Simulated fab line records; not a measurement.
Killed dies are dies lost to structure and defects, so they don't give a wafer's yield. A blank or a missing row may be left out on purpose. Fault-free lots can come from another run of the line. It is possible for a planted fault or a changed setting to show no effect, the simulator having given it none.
fab line records + flow sfqLine
record:
- lots: 6
- wafers: 18
- lastDay: 80
route steps=325 shown R5@224 I5@228
lots with no fault: from the same line, run without faults
startH: hours from the record's first day to the start of the lot's first wafer shown + waitH: hours elapsed since this lot's preceding step + " unchanged from the row above + L1.1+2: one row covering several wafers at once + - no value, or no start was given + * or withheld: withheld + < > ~ a bound
route shown NAME@n: a module of which the file shows steps, and the number in the route of the first + usual: mean/standard deviation of fault-free wafers + same: alike in all rows + chamber/n: place in a boat + sites: readings site by site + _std_site: standard deviation of those values + _edge_site: mean of outer sites minus mean of inner sites + radiusMm: for every site, how far away it sits from the centre of the wafer + mask NAME#n: copy n + behind: the most recent tool/chamber to have shaped the wafer + hold: why the lot was held/for how many hours/how that ended + device: the n, p or np transistor that did not switch + end of line: tests run on the same wafers once the route is complete + step lacking rows: just its recipe + killed: dies lost to structure and defects at the first sort, not the wafer's yield + map: per-die view of a wafer (x killed, . not killed, _ where there is no die)
set.NAME: the setting as run; set.NAME@STEP: as run at that earlier step + model.NAME: the simulator's own value behind a step, which no gauge read
certain route steps with their lots: each step a table, each wafer a row
services: from which hour (startH, from the record's first day; less than 0 if before it) a tool's chamber was out of use, for how many hours, and why
== steps ==
step: SFQ_TRILAYER_R5_BARC_OPEN_METAL_ETCH_177
recipe:
- maskMaterial: PR
- chemistry: O2
- targetDepthNm: 125
- target: BARC
- icpW: 600
- biasW: 80
- pressureMtorr: 10
- timeS: 41.7
usual:
- drypumpMotorCurrentA: 5.9/0.62
- oesProductAu: 0.685/0.0044
| lot.wafer | tool        | chamber | startH  | waitH | drypumpMotorCurrentA | oesProductAu | rfHoursCounterH |
|-----------|-------------|---------|---------|-------|----------------------|--------------|-----------------|
| L701.1    | rieMetal-02 | 0       | 1317.09 | 0.0   | 4.9                  | 0.684        | 10              |
| L701.2    | "           | 1       | "       | "     | 6.0                  | 0.687        | 113             |
| L701.6    | "           | 1       | "       | "     | 6.0                  | 0.687        | -               |
| L703.1    | rieMetal-04 | 0       | 1325.71 | 0.0   | 6.2                  | 0.691        | 123             |
| L703.4    | "           | 0       | "       | "     | 6.2                  | 0.692        | -               |
| L703.6    | "           | 0       | "       | "     | 6.2                  | 0.682        | -               |
| L705.2    | rieMetal-03 | 1       | 1329.91 | 0.0   | 6.5                  | 0.678        | 7               |
| L705.4    | "           | 1       | "       | "     | 6.5                  | 0.689        | -               |
| L705.6    | "           | 1       | "       | "     | 6.5                  | 0.685        | -               |
| L715.1    | rieMetal-04 | 0       | 1550.65 | 0.0   | 6.2                  | 0.672        | 6               |
| L715.3    | "           | 1       | "       | "     | 5.0                  | 0.683        | -               |
| L715.5    | "           | 0       | "       | "     | 6.2                  | 0.688        | -               |
| L716.1    | rieMetal-04 | 1       | 1557.09 | 0.0   | 5.0                  | 0.674        | 127             |
| L716.5    | "           | 1       | "       | "     | 5.0                  | 0.679        | -               |
| L716.6    | "           | 0       | "       | "     | 6.3                  | 0.694        | -               |
| L720.2    | rieMetal-04 | 0       | 1608.49 | 0.0   | 6.3                  | 0.685        | 17              |
| L720.4    | "           | 0       | "       | "     | 6.2                  | 0.691        | -               |
| L720.6    | "           | 1       | "       | "     | 5.0                  | 0.695        | -               |
step: SFQ_TRILAYER_R5_ETCH_METAL_ETCH_139
recipe:
- stopOn: SiO2
- maskMaterial: PR
- chemistry: Cl2
- targetDepthNm: 60
- icpW: 600
- biasW: 80
- pressureMtorr: 10
- timeS: 40
usual:
- drypumpMotorCurrentA: 5.9/0.63
- oesProductAu: 0.987/0.0059
| lot.wafer | tool        | chamber | startH  | waitH | drypumpMotorCurrentA | oesProductAu | rfHoursCounterH |
|-----------|-------------|---------|---------|-------|----------------------|--------------|-----------------|
| L701.1    | rieMetal-02 | 0       | 1317.15 | 0.0   | 4.8                  | 0.988        | 10              |
| L701.2    | "           | 1       | "       | "     | 6.0                  | 0.979        | 113             |
| L701.6    | "           | 1       | "       | "     | 6.0                  | 0.979        | -               |
| L703.1    | rieMetal-04 | 0       | 1325.77 | 0.0   | 6.2                  | 0.986        | 123             |
| L703.4    | "           | 0       | "       | "     | 6.2                  | 0.998        | -               |
| L703.6    | "           | 0       | "       | "     | 6.2                  | 0.990        | -               |
| L705.2    | rieMetal-03 | 1       | 1329.97 | 0.0   | 6.4                  | 0.977        | 7               |
| L705.4    | "           | 1       | "       | "     | 6.4                  | 0.985        | -               |
| L705.6    | "           | 1       | "       | "     | 6.4                  | 0.988        | -               |
| L715.1    | rieMetal-04 | 0       | 1550.71 | 0.0   | 6.2                  | 0.982        | 6               |
| L715.3    | "           | 1       | "       | "     | 5.0                  | 0.984        | -               |
| L715.5    | "           | 0       | "       | "     | 6.2                  | 0.989        | -               |
| L716.1    | rieMetal-04 | 1       | 1557.15 | 0.0   | 5.0                  | 0.985        | 127             |
| L716.5    | "           | 1       | "       | "     | 5.0                  | 0.979        | -               |
| L716.6    | "           | 0       | "       | "     | 6.2                  | 0.990        | -               |
| L720.2    | rieMetal-04 | 0       | 1608.55 | 0.0   | 6.2                  | 0.983        | 17              |
| L720.4    | "           | 0       | "       | "     | 6.2                  | 0.991        | -               |
| L720.6    | "           | 1       | "       | "     | 5.0                  | 0.992        | -               |
step: SFQ_TRILAYER_R5_STRIP_STRIP_140
recipe:
- gas: O2
- powerW: 200
- platenTempC: 40
- overashFraction: 0.65
- chemistry: O2
- pressureMtorr: 50
usual:
- drypumpMotorCurrentA: 5.9/0.63
- oesProductAu: 0.994/0.0091
- platenTempC: 40.01/0.12
| lot.wafer | tool        | chamber | startH  | waitH | drypumpMotorCurrentA | oesProductAu | platenTempC | rfHoursCounterH |
|-----------|-------------|---------|---------|-------|----------------------|--------------|-------------|-----------------|
| L701.1    | rieMetal-02 | 0       | 1317.21 | 0.0   | 4.8                  | 0.994        | 40.11       | 10              |
| L701.2    | "           | 1       | "       | "     | 6.0                  | 0.978        | 40.08       | 114             |
| L701.6    | "           | 1       | "       | "     | 6.0                  | 0.981        | 40.01       | -               |
| L703.1    | rieMetal-04 | 0       | 1325.83 | 0.0   | 6.2                  | 0.999        | 40.01       | 123             |
| L703.4    | "           | 0       | "       | "     | 6.3                  | 0.996        | 39.84       | -               |
| L703.6    | "           | 0       | "       | "     | 6.2                  | 0.996        | 40.08       | -               |
| L705.2    | rieMetal-03 | 1       | 1330.03 | 0.0   | 6.4                  | 1.000        | 40.10       | 7               |
| L705.4    | "           | 1       | "       | "     | 6.5                  | 1.003        | 40.13       | -               |
| L705.6    | "           | 1       | "       | "     | 6.4                  | 1.008        | 40.11       | -               |
| L715.1    | rieMetal-04 | 0       | 1550.77 | 0.0   | 6.2                  | 1.004        | 40.13       | 6               |
| L715.3    | "           | 1       | "       | "     | 5.1                  | 0.988        | 40.06       | -               |
| L715.5    | "           | 0       | "       | "     | 6.3                  | 0.991        | 39.91       | -               |
| L716.1    | rieMetal-04 | 1       | 1557.21 | 0.0   | 5.0                  | 0.984        | 40.09       | 127             |
| L716.5    | "           | 1       | "       | "     | 5.0                  | 0.980        | 39.94       | -               |
| L716.6    | "           | 0       | "       | "     | 6.2                  | 0.993        | 40.01       | -               |
| L720.2    | rieMetal-04 | 0       | 1608.61 | 0.0   | 6.2                  | 0.993        | 40.02       | 17              |
| L720.4    | "           | 0       | "       | "     | 6.3                  | 0.999        | 40.01       | -               |
| L720.6    | "           | 1       | "       | "     | 5.0                  | 1.000        | 40.07       | -               |
step: SFQ_TRILAYER_R5_STRIP_SOLV_CLEAN_141
recipe:
- chemistry: NMP
- tempC: 70
- timeS: 600
step: SFQ_TRILAYER_A5C_DEP_PECVD_142
recipe:
- material: SiO2
- tempC: 150
- timeS: 15.556
- pressureTorr: 2.4
- rfW: 183.3
- precursor: SiH4/N2O
- targetThkNm: 70
usual:
- heaterPowerW: 86/14
- showerheadVppV: 837/30
- throttleValvePct: 25.4/0.94
| lot.wafer | tool     | chamber | startH  | waitH | heaterPowerW | showerheadVppV | throttleValvePct |
|-----------|----------|---------|---------|-------|--------------|----------------|------------------|
| L701.1    | pecvd-01 | 1       | 1317.98 | 0.0   | 94           | 838            | 26.2             |
| L701.2    | "        | 0       | "       | "     | 86           | 843            | 26.3             |
| L701.6    | "        | 2       | "       | "     | 77           | 795            | 25.6             |
| L703.1    | pecvd-01 | 1       | 1326.60 | 0.0   | 93           | 829            | 26.6             |
| L703.4    | "        | 0       | "       | "     | 84           | 837            | 25.8             |
| L703.6    | "        | 2       | "       | "     | 71           | 798            | 25.3             |
| L705.2    | pecvd-02 | 0       | 1330.82 | 0.0   | 81           | 882            | 24.6             |
| L705.4    | "        | 2       | "       | "     | 87           | 846            | 25.3             |
| L705.6    | "        | 0       | "       | "     | 80           | 894            | 24.6             |
| L715.1    | pecvd-01 | 2       | 1551.54 | 0.0   | 80           | 791            | 25.6             |
| L715.3    | "        | 0       | "       | "     | 88           | 824            | 25.8             |
| L715.5    | "        | 2       | "       | "     | 80           | 787            | 25.7             |
| L716.1    | pecvd-01 | 2       | 1557.98 | 0.0   | 75           | 782            | 25.6             |
| L716.5    | "        | 1       | "       | "     | 79           | 837            | 26.5             |
| L716.6    | "        | 0       | "       | "     | 90           | 826            | 25.8             |
| L720.2    | pecvd-02 | 0       | 1609.38 | 0.0   | 84           | 876            | 25.1             |
| L720.4    | "        | 2       | "       | "     | 89           | 844            | 26.3             |
| L720.6    | "        | 1       | "       | "     | 88           | 832            | 26.5             |
step: SFQ_TRILAYER_I5_LITHO_COAT_149
recipe:
- resist: BARC
- spinRpm: 3000
- resistThkNm: 62
step: SFQ_TRILAYER_I5_LITHO_COAT_144
recipe:
- resist: KrF
- spinRpm: 3000
- resistThkNm: 650
step: SFQ_TRILAYER_I5_LITHO_SOFTBAKE_148
recipe:
- tempC: withheld
- timeS: withheld
- resist: KrF
step: SFQ_TRILAYER_I5_LITHO_EXPOSE_145
recipe:
- maskId: I5
- na: 0.6
- sourceShape: conventional
- sigmaOuter: 0.65
- targetCdNm: 700
- doseMj: 21.3
step: SFQ_TRILAYER_I5_LITHO_PEB_147
recipe:
- pebTempC: 115
- pebTimeS: 60
- resist: KrF
step: SFQ_TRILAYER_I5_LITHO_DEVELOP_146
recipe:
- timeS: 60
- resist: KrF
step: SFQ_I5_OVL_MEAS_936
usual:
- I5_OVL: 2/5.9
| lot.wafer | tool       | chamber | startH  | waitH | I5_OVL[nm] |
|-----------|------------|---------|---------|-------|------------|
| L701.1    | overlay-01 | -       | 1427.07 | 0.1   | 2          |
| L701.2    | "          | -       | "       | "     | -3         |
| L701.6    | "          | -       | "       | "     | 1          |
| L703.1    | overlay-01 | -       | 1433.07 | 0.1   | 7          |
| L703.4    | "          | -       | "       | "     | 8          |
| L703.6    | "          | -       | "       | "     | 11         |
| L705.2    | overlay-02 | -       | 1441.48 | 0.1   | -3         |
| L705.4    | "          | -       | "       | "     | 4          |
| L705.6    | "          | -       | "       | "     | 3          |
| L715.1    | overlay-02 | -       | 1647.01 | 0.1   | -11        |
| L715.3    | "          | -       | "       | "     | -11        |
| L715.5    | "          | -       | "       | "     | -5         |
| L716.1    | overlay-02 | -       | 1653.01 | 0.1   | 7          |
| L716.5    | "          | -       | "       | "     | 12         |
| L716.6    | "          | -       | "       | "     | 2          |
| L720.2    | overlay-01 | -       | 1687.66 | 0.1   | 5          |
| L720.4    | "          | -       | "       | "     | 3          |
| L720.6    | "          | -       | "       | "     | 1          |
step: SFQ_TRILAYER_I5_BARC_OPEN_VIA_ETCH_200
recipe:
- maskMaterial: PR
- chemistry: O2
- targetDepthNm: 125
- target: BARC
- sourceW: 500
- biasW: 80
- pressureMtorr: 30
- timeS: 41.7
usual:
- drypumpMotorCurrentA: 5.8/0.4
- oesProductAu: 0.685/0.0047
| lot.wafer | tool       | chamber | startH  | waitH | drypumpMotorCurrentA | oesProductAu | rfHoursCounterH | model.KrF_of_TRILAYER_I5_LITHO_COAT_144.thkNm |
|-----------|------------|---------|---------|-------|----------------------|--------------|-----------------|-----------------------------------------------|
| L701.1    | rieDiel-03 | 0       | 1427.11 | 0.0   | 5.2                  | 0.682        | 1               | 575.5                                         |
| L701.2    | "          | 2       | "       | "     | 6.1                  | 0.687        | 15              | 573.6                                         |
| L701.6    | "          | 3       | "       | "     | 6.2                  | 0.684        | -               | 574.6                                         |
| L703.1    | rieDiel-03 | 3       | 1433.11 | 0.0   | 6.2                  | 0.683        | 13              | 573.4                                         |
| L703.4    | "          | 0       | "       | "     | 5.2                  | 0.686        | 2               | 585.4                                         |
| L703.6    | "          | 0       | "       | "     | 5.2                  | 0.683        | -               | 573.1                                         |
| L705.2    | rieDiel-03 | 2       | 1441.51 | 0.0   | 6.1                  | 0.680        | 15              | 586.6                                         |
| L705.4    | "          | 1       | "       | "     | 5.6                  | 0.685        | 14              | 586.9                                         |
| L705.6    | "          | 0       | "       | "     | 5.2                  | 0.678        | -               | 571.8                                         |
| L715.1    | rieDiel-01 | 2       | 1647.04 | 0.0   | 5.3                  | 0.695        | 14              | 574.2                                         |
| L715.3    | "          | 0       | "       | "     | 5.5                  | 0.691        | 17              | 571.7                                         |
| L715.5    | "          | 2       | "       | "     | 5.3                  | 0.685        | -               | 574.2                                         |
| L716.1    | rieDiel-04 | 1       | 1653.04 | 0.0   | 6.2                  | 0.685        | 18              | 571.2                                         |
| L716.5    | "          | 3       | "       | "     | 5.6                  | 0.682        | -               | 574.7                                         |
| L716.6    | "          | 2       | "       | "     | 6.2                  | 0.684        | -               | 573.1                                         |
| L720.2    | rieDiel-04 | 0       | 1687.69 | 0.0   | 5.5                  | 0.687        | 2               | 576.2                                         |
| L720.4    | "          | 2       | "       | "     | 6.2                  | 0.688        | 20              | 574.9                                         |
| L720.6    | "          | 2       | "       | "     | 6.2                  | 0.684        | -               | 573.9                                         |
step: SFQ_TRILAYER_I5_ETCH_VIA_ETCH_147
recipe:
- stopOn: Nb
- maskMaterial: PR
- chemistry: CHF3
- targetDepthNm: 360
- sourceW: 500
- biasW: 80
- pressureMtorr: 30
- timeS: withheld
usual:
- drypumpMotorCurrentA: 5.8/0.4
- oesProductAu: 0.990/0.0055
| lot.wafer | tool       | chamber | startH  | waitH | drypumpMotorCurrentA | oesProductAu |
|-----------|------------|---------|---------|-------|----------------------|--------------|
| L701.1    | rieDiel-03 | 0       | 1427.15 | 0.0   | 5.2                  | 0.997        |
| L701.2    | "          | 2       | "       | "     | 6.1                  | 0.997        |
| L701.6    | "          | 3       | "       | "     | 6.2                  | 0.990        |
| L703.1    | rieDiel-03 | 3       | 1433.15 | 0.0   | 6.2                  | 0.989        |
| L703.4    | "          | 0       | "       | "     | 5.2                  | 0.988        |
| L703.6    | "          | 0       | "       | "     | 5.2                  | 1.000        |
| L705.2    | rieDiel-03 | 2       | 1441.55 | 0.0   | 6.1                  | 0.994        |
| L705.4    | "          | 1       | "       | "     | 5.6                  | 0.990        |
| L705.6    | "          | 0       | "       | "     | 5.2                  | 0.998        |
| L715.1    | rieDiel-01 | 2       | 1647.08 | 0.0   | 5.3                  | 0.993        |
| L715.3    | "          | 0       | "       | "     | 5.5                  | 0.990        |
| L715.5    | "          | 2       | "       | "     | 5.3                  | 0.989        |
| L716.1    | rieDiel-04 | 1       | 1653.08 | 0.0   | 6.3                  | 0.993        |
| L716.5    | "          | 3       | "       | "     | 5.6                  | 0.993        |
| L716.6    | "          | 2       | "       | "     | 6.2                  | 0.974        |
| L720.2    | rieDiel-04 | 0       | 1687.73 | 0.0   | 5.4                  | 0.986        |
| L720.4    | "          | 2       | "       | "     | 6.2                  | 0.992        |
| L720.6    | "          | 2       | "       | "     | 6.2                  | 0.987        |
== services ==
| tool        | chamber | startH  | hours | kind   |
|-------------|---------|---------|-------|--------|
| rieMetal-03 | 0       | 1293.40 | 11.5  | repair |
| rieMetal-02 | -       | 1301.21 | 0.3   | repair |
| rieDiel-03  | 2       | 1307.49 | 2.7   | repair |
| rieMetal-03 | 0       | 1311.34 | 7.3   | repair |
| rieDiel-03  | -       | 1353.61 | 2.8   | pm     |
| rieDiel-03  | 0       | 1360.57 | 6.8   | repair |
| rieDiel-03  | 1       | 1365.90 | 3.1   | repair |
| rieMetal-04 | -       | 1375.47 | 2.8   | pm     |
| rieDiel-03  | -       | 1386.75 | 34.4  | repair |
| rieDiel-04  | 1       | 1416.41 | 38.6  | repair |
| pecvd-01    | 0       | 1454.47 | 14.7  | repair |
| rieDiel-03  | 0       | 1455.73 | 1.7   | repair |
| rieDiel-03  | 3       | 1459.27 | 11.4  | repair |
| rieDiel-04  | -       | 1479.28 | 0.6   | repair |
| rieDiel-03  | 2       | 1499.09 | 58.7  | repair |
| rieDiel-03  | 1       | 1505.39 | 9.7   | repair |
| rieDiel-04  | 2       | 1506.43 | 2.4   | repair |
| pecvd-01    | -       | 1563.49 | 1.4   | repair |
| rieDiel-04  | -       | 1574.72 | 1.0   | repair |
| rieMetal-04 | -       | 1629.21 | 1.4   | pm     |
| pecvd-01    | -       | 1642.55 | 6.0   | pm     |
| rieDiel-03  | 2       | 1652.07 | 14.9  | repair |
| rieMetal-04 | 0       | 1661.82 | 7.4   | repair |
| pecvd-01    | -       | 1686.25 | 14.0  | pm     |
== key ==
firstSign none at tools or gauges
modelEffect:
- step: SFQ_TRILAYER_I5_BARC_OPEN_VIA_ETCH_200
- value: KrF_of_TRILAYER_I5_LITHO_COAT_144.thkNm
- without: 573.5
- struck: 586.3
metAt SFQ_TRILAYER_I5_BARC_OPEN_VIA_ETCH_200
struckWafers L703.4,L705.2,L705.4
onsetBetween 1427.11 1433.11
fault:
- kind: processParameterDrift
- tool: rieDiel-03
- chamber: -
- onsetH: 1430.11
- steps: SFQ_TRILAYER_I5_BARC_OPEN_VIA_ETCH_200
- channel: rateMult
- offset: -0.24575
- shape: step
- endH: 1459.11
- scope: struckWafersOnly
